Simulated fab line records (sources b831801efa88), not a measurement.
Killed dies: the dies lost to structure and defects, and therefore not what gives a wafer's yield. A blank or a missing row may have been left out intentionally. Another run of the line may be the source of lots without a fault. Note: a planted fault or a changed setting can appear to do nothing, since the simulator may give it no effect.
fab line records	flow gf180mcu	part 1 of 2: steps 1 to 28 of 38
record: lots: 5	wafers: 15	lastDay: 34
route steps=602 shown SAB@273 SALICIDE@278 CONTACT@287
lots untouched by any fault: they come from a run of this same line in which no faults occurred
startH: hours from the record's first day to the start of the lot's first wafer shown	waitH: hours elapsed since this lot's preceding step	" the same as in the row above	L1.1+2: one row covering several wafers at once	- no value, or no start given	* or withheld: withheld	< > ~ a bound
route shown NAME@n: NAME is a module with steps in the file, n the number in the route of the first one	usual: the fault-free wafers' mean and standard deviation	same: alike in all rows	chamber/n: place in a boat	sites: readings site by site	_std_site: standard deviation of those values	_edge_site: mean of outer sites minus mean of inner sites	radiusMm: how far each site lies from the wafer's centre	mask NAME#n: copy n	behind: the last tool/chamber to shape the wafer	hold: why the lot went on hold/how many hours it stayed there/how the hold came to an end	device: names the non-switching transistor (n, p or np)	end of line: tests of these same wafers at the route's end	a step given without rows: its recipe and nothing more	killed: count of dies lost to structure and defects at first sort (not the wafer's yield)	map: the dies of a wafer, with x for killed, . for not killed, _ for no die there
set.NAME: the setting the step ran with; set.NAME@STEP: the setting that earlier step ran with	model.NAME: the simulator's own value behind a step, which no gauge read
a table for each step, a row for each wafer; lots at some steps of the route
services: the hour from which a tool's chamber was out of use, counted from the record's first day as startH (under 0 if before that day), plus the number of hours and why
== steps ==
step: GF_SAB_CD_MEAS_09
recipe: targetCdNm: 420
usual: cdNm: 420.1/2.2
lot.wafer	tool	chamber	startH	waitH	cdNm
L075.2	cdSem-01	-	345.94	0.1	422.5
L075.3	"	-	"	"	422.8
L075.4	"	-	"	"	421.1
L076.1	cdSem-02	-	357.02	0.1	420.7
L076.2	"	-	"	"	419.2
L076.4	"	-	"	"	420.2
L087.3	cdSem-01	-	453.33	0.1	420.4
L087.5	"	-	"	"	419.9
L087.6	"	-	"	"	419.7
L092.1	cdSem-01	-	494.77	0.1	422.0
L092.3	"	-	"	"	423.2
L092.6	"	-	"	"	421.1
L095.2	cdSem-02	-	517.35	0.1	419.2
L095.3	"	-	"	"	421.3
L095.6	"	-	"	"	420.6
step: GF_SAB_OVL_MEAS_10
usual: SAB_OVL: 1.4/1.3
lot.wafer	tool	chamber	startH	waitH	SAB_OVL[nm]
L075.2	overlay-01	-	346.05	0.1	-0.5
L075.3	"	-	"	"	-0.5
L075.4	"	-	"	"	-1.1
L076.1	overlay-01	-	357.14	0.1	2.9
L076.2	"	-	"	"	3.2
L076.4	"	-	"	"	5.0
L087.3	overlay-02	-	453.42	0.1	1.4
L087.5	"	-	"	"	2.6
L087.6	"	-	"	"	1.4
L092.1	overlay-01	-	494.89	0.1	3.0
L092.3	"	-	"	"	3.0
L092.6	"	-	"	"	2.9
L095.2	overlay-02	-	517.46	0.1	2.4
L095.3	"	-	"	"	0.4
L095.6	"	-	"	"	2.2
step: GF_SAB_ETCH_11
recipe: chemistry: C4F8/O2/Ar	maskMaterial: NOVOLAK	target: SiO2	targetDepthNm: 55	sourceW: 1500	biasW: 1200	pressureMtorr: 40	c4f8FlowSccm: withheld	O2_flow_sccm: 6	Ar_flow_sccm: 300	timeS: 8.5
usual: oesProductAu: 0.997/0.011
lot.wafer	tool	chamber	startH	waitH	oesProductAu	rfHoursCounterH
L075.2	rieDiel-03	1	346.08	0.0	1.006	52
L075.3	"	3	"	"	0.982	18
L075.4	"	0	"	"	0.999	18
L076.1	rieDiel-03	3	357.18	0.0	0.997	19
L076.2	"	0	"	"	0.989	18
L076.4	"	1	"	"	1.003	52
L087.3	rieDiel-04	3	453.44	0.0	0.987	8
L087.5	"	2	"	"	1.009	-
L087.6	"	1	"	"	0.998	-
L092.1	rieDiel-02	3	494.93	0.0	0.998	5
L092.3	"	2	"	"	0.993	16
L092.6	"	2	"	"	0.998	-
L095.2	rieDiel-03	1	517.49	0.0	1.011	57
L095.3	"	2	"	"	0.988	0
L095.6	"	2	"	"	0.982	-
step: GF_SAB_WET_ETCH_12
recipe: chemistry: dHF	targetDepthNm: 22	dry: n2Spin	target: SiO2	tempC: 25	dilution: 100:1	timeS: 440
lot.wafer	tool	chamber	startH	waitH
L075.2+3+4	wetBench-04	2	346.10	0.0
L076.1+2+4	wetBench-01	1	357.20	0.0
L087.3+5+6	wetBench-04	0	453.46	0.0
L092.1+3+6	wetBench-01	3	494.95	0.0
L095.2+3+6	wetBench-04	0	517.51	0.0
step: GF_SAB_STRIP_13
recipe: chemistry: O2/N2	powerW: 1400	pressureMtorr: 1500	platenTempC: 250	o2FlowSccm: 3000	n2FlowSccm: 300	overashFraction: 0.5
usual: drypumpMotorCurrentA: 5.9/0.31	heaterPowerW: 338/36	oesProductAu: 0.709/0.0046	stripTimeToEndpointS: 12.60/0.033
lot.wafer	tool	chamber	startH	waitH	drypumpMotorCurrentA	heaterPowerW	oesProductAu	rfHoursCounterH	stripTimeToEndpointS
L075.2	plasmaAsher-02	1	346.23	0.0	6.0	346	0.707	60	12.65
L075.3	"	1	"	"	6.0	349	0.711	-	12.64
L075.4	"	0	"	"	5.6	309	0.707	-	12.67
L076.1	plasmaAsher-03	1	357.34	0.0	5.6	304	0.709	25	12.63
L076.2	"	0	"	"	6.4	355	0.708	25	12.66
L076.4	"	1	"	"	5.6	310	0.707	-	12.63
L087.3	plasmaAsher-03	1	453.63	0.0	5.6	308	0.713	-	12.65
L087.5	"	0	"	"	6.4	345	0.715	-	12.65
L087.6	"	1	"	"	5.6	311	0.707	-	12.59
L092.1	plasmaAsher-02	0	495.08	0.0	5.6	303	0.703	77	12.54
L092.3	"	0	"	"	5.6	306	0.708	-	12.59
L092.6	"	1	"	"	6.0	354	0.704	-	12.59
L095.2	plasmaAsher-02	0	517.65	0.0	5.6	323	0.707	80	12.59
L095.3	"	0	"	"	5.6	309	0.705	-	12.62
L095.6	"	1	"	"	6.0	353	0.713	-	12.61
step: GF_SALICIDE_CLEAN_00
recipe: chemistry: SC1/SC2	mix: 1:4:20	tempC: 70	timeS: 150
lot.wafer	tool	chamber	startH	waitH
L075.2+3+4	wetBench-02	3	346.33	0.1
L076.1+2+4	wetBench-02	2	357.44	0.1
L087.3+5+6	wetBench-03	0	453.69	0.0
L092.1+3+6	wetBench-02	1	495.18	0.1
L095.2+3+6	wetBench-02	2	517.75	0.1
step: GF_SALICIDE_WET_ETCH_01
recipe: chemistry: dHF	targetDepthNm: 5	dry: ipaMarangoni	target: SiO2	tempC: 25	dilution: 100:1	timeS: 100
lot.wafer	tool	chamber	startH	waitH
L075.2+3+4	wetBench-03	2	346.38	0.0
L076.1+2+4	wetBench-03	3	357.50	0.0
L087.3+5+6	wetBench-02	0	453.75	0.0
L092.1+3+6	wetBench-03	0	495.23	0.0
L095.2+3+6	wetBench-04	1	517.80	0.0
step: GF_SALICIDE_SPUTTER_02
recipe: material: Co	targetThkNm: 10	powerW: 1000	timeS: 20	chamberPressurePa: 0.4
usual: throttleValvePct: 30.1/0.84
lot.wafer	tool	chamber	startH	waitH	throttleValvePct
L075.2	pvdSputter-03	-	346.42	0.0	29.6
L075.3	"	-	"	"	29.3
L075.4	"	-	"	"	30.9
L076.1	pvdSputter-03	-	357.53	0.0	29.3
L076.2	"	-	"	"	29.6
L076.4	"	-	"	"	30.1
L087.3	pvdSputter-02	-	453.78	0.0	31.4
L087.5	"	-	"	"	28.7
L087.6	"	-	"	"	29.4
L092.1	pvdSputter-02	-	495.27	0.0	28.9
L092.3	"	-	"	"	29.2
L092.6	"	-	"	"	29.7
L095.2	pvdSputter-02	-	517.84	0.0	29.5
L095.3	"	-	"	"	31.4
L095.6	"	-	"	"	29.4
step: GF_SALICIDE_SPUTTER_03
recipe: material: TiN	targetThkNm: 20	powerW: 6500	timeS: 16.7	chamberPressurePa: 0.4
usual: throttleValvePct: 30.1/0.84
lot.wafer	tool	chamber	startH	waitH	throttleValvePct
L075.2	pvdSputter-03	-	346.44	0.0	29.6
L075.3	"	-	"	"	29.7
L075.4	"	-	"	"	30.7
L076.1	pvdSputter-03	-	357.56	0.0	29.3
L076.2	"	-	"	"	29.8
L076.4	"	-	"	"	30.4
L087.3	pvdSputter-02	-	453.81	0.0	31.5
L087.5	"	-	"	"	28.5
L087.6	"	-	"	"	29.7
L092.1	pvdSputter-02	-	495.30	0.0	28.5
L092.3	"	-	"	"	29.0
L092.6	"	-	"	"	29.6
L095.2	pvdSputter-02	-	517.87	0.0	29.6
L095.3	"	-	"	"	31.3
L095.6	"	-	"	"	29.6
step: GF_SALICIDE_RS_MEAS_04
recipe: thkMeasGauge: four-point-probe	reads: TiN_of_SALICIDE_SPUTTER_03+Co_of_SALICIDE_SPUTTER_02
usual: SALICIDE_TIN_RS: 16.2/0.32
lot.wafer	tool	chamber	startH	waitH	SALICIDE_TIN_RS[ohm/sq]
L075.2	filmMetro-02	-	346.49	0.0	15.8
L075.3	"	-	"	"	15.8
L075.4	"	-	"	"	16.4
L076.1	filmMetro-04	-	357.59	0.0	16.2
L076.2	"	-	"	"	16.5
L076.4	"	-	"	"	16.7
L087.3	filmMetro-03	-	453.88	0.1	15.9
L087.5	"	-	"	"	16.0
L087.6	"	-	"	"	15.8
L092.1	filmMetro-02	-	495.32	0.0	16.6
L092.3	"	-	"	"	16.5
L092.6	"	-	"	"	16.2
L095.2	filmMetro-04	-	517.92	0.0	15.9
L095.3	"	-	"	"	15.9
L095.6	"	-	"	"	15.8
step: GF_SALICIDE_THK_MEAS_05
recipe: thkMeasGauge: xrf	reads: TiN_of_SALICIDE_SPUTTER_03
usual: SALICIDE_TIN_THK: 20.16/0.24
lot.wafer	tool	chamber	startH	waitH	SALICIDE_TIN_THK[nm]
L075.2	filmMetro-02	-	346.60	0.1	20.44
L075.3	"	-	"	"	20.40
L075.4	"	-	"	"	20.35
L076.1	filmMetro-04	-	357.71	0.1	20.03
L076.2	"	-	"	"	19.81
L076.4	"	-	"	"	19.88
L087.3	filmMetro-03	-	453.98	0.1	20.04
L087.5	"	-	"	"	19.77
L087.6	"	-	"	"	20.12
L092.1	filmMetro-02	-	495.44	0.1	19.71
L092.3	"	-	"	"	19.70
L092.6	"	-	"	"	20.01
L095.2	filmMetro-04	-	518.03	0.1	20.58
L095.3	"	-	"	"	20.79
L095.6	"	-	"	"	20.53
step: GF_SALICIDE_RTA_06
recipe: tempC: 530	timeS: 30	ambient: N2
usual: lampPowerPct: 6.6/0.73	wafer_temp_C_max: 532.8/0.58
lot.wafer	tool	chamber	startH	waitH	lampPowerPct	wafer_temp_C_max
L075.2	rtpAnneal-02	0	346.67	0.1	7.2	532.9
L075.3	"	0	"	"	7.2	532.8
L075.4	"	0	"	"	7.2	532.2
L076.1	rtpAnneal-02	0	357.77	0.1	7.2	532.3
L076.2	"	0	"	"	7.2	532.8
L076.4	"	0	"	"	7.2	532.7
L087.3	rtpAnneal-02	0	454.05	0.1	7.2	531.9
L087.5	"	0	"	"	7.2	532.9
L087.6	"	0	"	"	7.2	531.9
L092.1	rtpAnneal-02	0	495.50	0.1	7.2	533.5
L092.3	"	0	"	"	7.2	532.3
L092.6	"	0	"	"	7.2	533.4
L095.2	rtpAnneal-01	0	518.09	0.1	5.7	533.2
L095.3	"	0	"	"	5.7	533.4
L095.6	"	0	"	"	5.7	533.6
step: GF_SALICIDE_WET_ETCH_07
recipe: chemistry: SPM	targetDepthNm: 120	dry: n2Spin
lot.wafer	tool	chamber	startH	waitH
L075.2+3+4	wetBench-04	1	346.75	0.1
L076.1+2+4	wetBench-02	1	357.87	0.1
L087.3+5+6	wetBench-03	2	454.12	0.1
L092.1+3+6	wetBench-02	2	495.60	0.1
L095.2+3+6	wetBench-02	3	518.18	0.1
step: GF_SALICIDE_RTA_08
recipe: tempC: 800	timeS: 30	ambient: N2
usual: lampPowerPct: 17.7/2.1	wafer_temp_C_max: 804.4/0.87
lot.wafer	tool	chamber	startH	waitH	lampPowerPct	wafer_temp_C_max
L075.2	rtpAnneal-01	0	346.86	0.0	15.8	804.0
L075.3	"	0	"	"	15.8	805.3
L075.4	"	0	"	"	15.8	804.3
L076.1	rtpAnneal-02	0	357.97	0.0	20.0	802.9
L076.2	"	0	"	"	20.0	804.4
L076.4	"	0	"	"	20.0	802.7
L087.3	rtpAnneal-01	0	454.25	0.0	15.8	803.6
L087.5	"	0	"	"	15.8	804.0
L087.6	"	0	"	"	15.8	803.0
L092.1	rtpAnneal-01	0	495.70	0.0	15.8	804.6
L092.3	"	0	"	"	15.8	803.4
L092.6	"	0	"	"	15.8	804.1
L095.2	rtpAnneal-02	0	518.29	0.0	20.0	804.4
L095.3	"	0	"	"	20.0	803.0
L095.6	"	0	"	"	20.0	805.1
step: GF_CONTACT_CVD_00
recipe: material: SiO2	targetThkNm: 300	sigmaOpenFrac: 0.3	tempC: 400	timeS: 50	sih4FlowSccm: 60	pressureMtorr: 6
lot.wafer	tool	chamber	startH	waitH
L075.2+3+4	hdpcvd-01	2,0,1	346.94	0.1
L076.1+2+4	hdpcvd-01	2,0,1	358.07	0.1
L087.3+5+6	hdpcvd-02	1,1,2	454.34	0.1
L092.1+3+6	hdpcvd-01	0,2,2	495.80	0.1
L095.2+3+6	hdpcvd-02	1,2,0	518.37	0.1
step: GF_CONTACT_THK_MEAS_01
recipe: reads: SiO2_of_CONTACT_CVD_00
usual: CONTACT_CVD_00_THK: 300/3
lot.wafer	tool	chamber	startH	waitH	CONTACT_CVD_00_THK[nm]
L075.2	filmMetro-03	-	347.00	0.0	304
L075.3	"	-	"	"	304
L075.4	"	-	"	"	302
L076.1	filmMetro-03	-	358.11	0.0	300
L076.2	"	-	"	"	301
L076.4	"	-	"	"	297
L087.3	filmMetro-01	-	454.40	0.0	300
L087.5	"	-	"	"	302
L087.6	"	-	"	"	301
L092.1	filmMetro-02	-	495.84	0.0	304
L092.3	"	-	"	"	304
L092.6	"	-	"	"	304
L095.2	filmMetro-01	-	518.42	0.0	303
L095.3	"	-	"	"	302
L095.6	"	-	"	"	304
step: GF_CONTACT_CVD_02
recipe: material: SiO2	targetThkNm: 860	precursor: TEOS	tempC: 400	timeS: 95.992	rfW: 600
usual: heaterPowerW: 659/85
lot.wafer	tool	chamber	startH	waitH	heaterPowerW
L075.2	pecvd-04	2	347.05	0.0	746
L075.3	"	1	"	"	798
L075.4	"	1	"	"	658
L076.1	pecvd-03	1	358.17	0.1	704
L076.2	"	0	"	"	663
L076.4	"	0	"	"	535
L087.3	pecvd-01	2	454.44	0.0	630
L087.5	"	1	"	"	619
L087.6	"	2	"	"	509
L092.1	pecvd-01	1	495.90	0.1	524
L092.3	"	0	"	"	557
L092.6	"	0	"	"	590
L095.2	pecvd-01	1	518.47	0.0	550
L095.3	"	0	"	"	632
L095.6	"	2	"	"	597
step: GF_CONTACT_THK_MEAS_03
recipe: reads: SiO2_of_CONTACT_CVD_02
usual: CONTACT_CVD_02_THK: 857/12
lot.wafer	tool	chamber	startH	waitH	CONTACT_CVD_02_THK[nm]
L075.2	filmMetro-02	-	347.13	0.0	874
L075.3	"	-	"	"	867
L075.4	"	-	"	"	877
L076.1	filmMetro-01	-	358.24	0.0	852
L076.2	"	-	"	"	856
L076.4	"	-	"	"	871
L087.3	filmMetro-03	-	454.53	0.1	850
L087.5	"	-	"	"	850
L087.6	"	-	"	"	859
L092.1	filmMetro-03	-	495.97	0.0	843
L092.3	"	-	"	"	837
L092.6	"	-	"	"	846
L095.2	filmMetro-03	-	518.55	0.0	847
L095.3	"	-	"	"	845
L095.6	"	-	"	"	867
step: GF_CONTACT_CMP_04
recipe: material: SiO2	downForcePsi: 4	platenRpm: 60	padVelocityMS: 0.94248
usual: motorCurrentA: 12.0/1.7	retainingRingPressureFrac: 1.000/0.0048	timeToEndpointS: 112/6.1
lot.wafer	tool	chamber	startH	waitH	motorCurrentA	retainingRingPressureFrac	timeToEndpointS
L075.4	cmp-01	0	347.18	0.0	10.7	0.997	123
L075.2	"	2	"	"	13.0	1.002	114
L075.3	"	3	"	"	13.8	1.002	123
L076.1	cmp-01	3	358.30	0.1	14.6	0.996	117
L076.4	"	1	"	"	10.9	0.994	121
L076.2	"	2	"	"	13.3	1.007	107
L087.3	cmp-02	2	454.72	0.2	13.9	0.999	105
L087.5	"	3	"	"	9.8	0.997	108
L087.6	"	0	"	"	11.0	0.994	117
L092.3	cmp-01	3	496.03	0.0	14.1	1.001	107
L092.1	"	1	"	"	10.3	0.997	109
L092.6	"	0	"	"	10.6	0.997	108
L095.3	cmp-01	3	518.65	0.1	14.0	0.997	109
L095.2	"	0	"	"	11.1	1.008	110
L095.6	"	3	"	"	14.2	1.001	119
step: GF_CONTACT_BOW_MEAS_05
recipe: mode: bow
usual: CONTACT_BOW: 64/6.2
lot.wafer	tool	chamber	startH	waitH	CONTACT_BOW[um]
L075.2	filmMetro-03	-	347.50	0.2	58
L075.3	"	-	"	"	74
L075.4	"	-	"	"	58
L076.1	filmMetro-01	-	358.60	0.2	69
L076.2	"	-	"	"	65
L076.4	"	-	"	"	70
L087.3	filmMetro-03	-	454.91	0.1	75
L087.5	"	-	"	"	67
L087.6	"	-	"	"	67
L092.1	filmMetro-01	-	496.33	0.1	82
L092.3	"	-	"	"	57
L092.6	"	-	"	"	75
L095.2	filmMetro-02	-	518.92	0.2	65
L095.3	"	-	"	"	65
L095.6	"	-	"	"	85
step: GF_CONTACT_DEHYDRATE_06
recipe: tempC: 200	timeS: 60
usual: resistLineTempC: 22.98/0.1
lot.wafer	tool	chamber	startH	waitH	resistLineTempC
L075.2	lithoTrack-03	0	357.76	10.2	22.79
L075.3	"	0	"	"	23.04
L075.4	"	0	"	"	22.92
L076.1	lithoTrack-03	0	368.79	10.2	22.87
L076.2	"	0	"	"	22.77
L076.4	"	0	"	"	22.82
L087.3	lithoTrack-04	0	466.58	11.6	23.01
L087.5	"	0	"	"	23.09
L087.6	"	0	"	"	23.00
L092.1	lithoTrack-03	0	507.18	10.8	22.91
L092.3	"	0	"	"	23.02
L092.6	"	0	"	"	23.04
L095.2	lithoTrack-02	0	529.84	10.9	22.88
L095.3	"	0	"	"	22.89
L095.6	"	0	"	"	22.90
step: GF_CONTACT_HMDS_07
recipe: primeTimeS: 60	primeTempC: 120
usual: resistLineTempC: 23.01/0.1
lot.wafer	tool	chamber	startH	waitH	resistLineTempC
L075.2	lithoTrack-03	0	357.91	0.1	22.99
L075.3	"	0	"	"	22.92
L075.4	"	0	"	"	23.02
L076.1	lithoTrack-03	0	368.94	0.1	23.03
L076.2	"	0	"	"	22.99
L076.4	"	0	"	"	23.03
L087.3	lithoTrack-04	0	466.73	0.1	23.19
L087.5	"	0	"	"	23.16
L087.6	"	0	"	"	23.15
L092.1	lithoTrack-03	0	507.33	0.1	23.03
L092.3	"	0	"	"	23.09
L092.6	"	0	"	"	23.13
L095.2	lithoTrack-02	0	529.99	0.1	23.19
L095.3	"	0	"	"	23.07
L095.6	"	0	"	"	23.12
step: GF_CONTACT_COAT_08
recipe: resist: BARC	tempC: withheld	timeS: withheld	spinRpm: withheld	resistThkNm: withheld
usual: resistLineTempC: *
lot.wafer	tool	chamber	startH	waitH	resistLineTempC
L075.2	lithoTrack-03	0	358.06	0.1	*
L075.3	"	0	"	"	*
L075.4	"	0	"	"	*
L076.1	lithoTrack-03	0	369.09	0.1	*
L076.2	"	0	"	"	*
L076.4	"	0	"	"	*
L087.3	lithoTrack-04	0	466.88	0.1	*
L087.5	"	0	"	"	*
L087.6	"	0	"	"	*
L092.1	lithoTrack-03	0	507.48	0.1	*
L092.3	"	0	"	"	*
L092.6	"	0	"	"	*
L095.2	lithoTrack-02	0	530.14	0.1	*
L095.3	"	0	"	"	*
L095.6	"	0	"	"	*
step: GF_CONTACT_COAT_09
recipe: resist: KrF	spinRpm: withheld	resistThkNm: 1000
usual: resistLineTempC: 23.02/0.11
lot.wafer	tool	chamber	startH	waitH	resistLineTempC
L075.2	lithoTrack-03	0	-	-	22.95
L075.3	"	0	"	"	23.14
L075.4	"	0	"	"	23.10
L076.1	lithoTrack-03	0	-	-	23.03
L076.2	"	0	"	"	22.88
L076.4	"	0	"	"	22.95
L087.3	lithoTrack-04	0	-	-	22.77
L087.5	"	0	"	"	23.00
L087.6	"	0	"	"	22.90
L092.1	lithoTrack-03	0	-	-	22.95
L092.3	"	0	"	"	23.07
L092.6	"	0	"	"	22.98
L095.2	lithoTrack-02	0	-	-	22.93
L095.3	"	0	"	"	23.07
L095.6	"	0	"	"	23.08
step: GF_CONTACT_SOFTBAKE_10
recipe: tempC: 130	timeS: 60	resist: KrF
usual: resistLineTempC: 23.02/0.12
lot.wafer	tool	chamber	startH	waitH	resistLineTempC
L075.2	lithoTrack-03	0	-	-	22.80
L075.3	"	0	"	"	22.87
L075.4	"	0	"	"	22.77
L076.1	lithoTrack-03	0	-	-	22.96
L076.2	"	0	"	"	22.92
L076.4	"	0	"	"	22.93
L087.3	lithoTrack-04	0	-	-	23.18
L087.5	"	0	"	"	23.02
L087.6	"	0	"	"	23.24
L092.1	lithoTrack-03	0	-	-	23.07
L092.3	"	0	"	"	23.16
L092.6	"	0	"	"	22.99
L095.2	lithoTrack-02	0	-	-	22.95
L095.3	"	0	"	"	23.06
L095.6	"	0	"	"	23.00
step: GF_CONTACT_EXPOSE_11
recipe: maskId: Contact	targetCdNm: 220	na: 0.68	sourceShape: conventional	sigmaOuter: 0.6	doseMj: 38
lot.wafer	tool	chamber	startH	waitH	mask
L075.2+3+4	krfScanner-02	0	-	-	Contact#0
L076.1+2+4	krfScanner-02	0	-	-	Contact#0
L087.3+5+6	krfScanner-01	0	-	-	Contact#0
L092.1+3+6	krfScanner-01	0	-	-	Contact#0
L095.2+3+6	krfScanner-01	0	-	-	Contact#0
step: GF_CONTACT_PEB_12
recipe: pebTempC: 135	pebTimeS: 90	resist: KrF
usual: resistLineTempC: 23.02/0.1
lot.wafer	tool	chamber	startH	waitH	resistLineTempC
L075.2	lithoTrack-03	0	-	-	23.22
L075.3	"	0	"	"	23.01
L075.4	"	0	"	"	23.13
L076.1	lithoTrack-03	0	-	-	22.82
L076.2	"	0	"	"	22.84
L076.4	"	0	"	"	22.98
L087.3	lithoTrack-02	0	-	-	23.18
L087.5	"	0	"	"	23.18
L087.6	"	0	"	"	23.17
L092.1	lithoTrack-02	0	-	-	23.13
L092.3	"	0	"	"	23.17
L092.6	"	0	"	"	23.08
L095.2	lithoTrack-03	0	-	-	22.92
L095.3	"	0	"	"	23.05
L095.6	"	0	"	"	22.96
step: GF_CONTACT_DEVELOP_13
recipe: developTimeS: 60	resist: KrF	devTempC: 21
usual: resistLineTempC: 23.02/0.12
lot.wafer	tool	chamber	startH	waitH	resistLineTempC
L075.2	lithoTrack-03	0	368.06	0.2	23.10
L075.3	"	0	"	"	22.95
L075.4	"	0	"	"	23.10
L076.1	lithoTrack-03	0	380.09	0.2	23.12
L076.2	"	0	"	"	22.96
L076.4	"	0	"	"	23.13
L087.3	lithoTrack-02	0	479.02	0.1	23.07
L087.5	"	0	"	"	23.04
L087.6	"	0	"	"	23.14
L092.1	lithoTrack-02	0	525.87	0.2	23.08
L092.3	"	0	"	"	23.06
L092.6	"	0	"	"	23.07
L095.2	lithoTrack-03	0	541.91	0.2	22.98
L095.3	"	0	"	"	22.99
L095.6	"	0	"	"	23.15
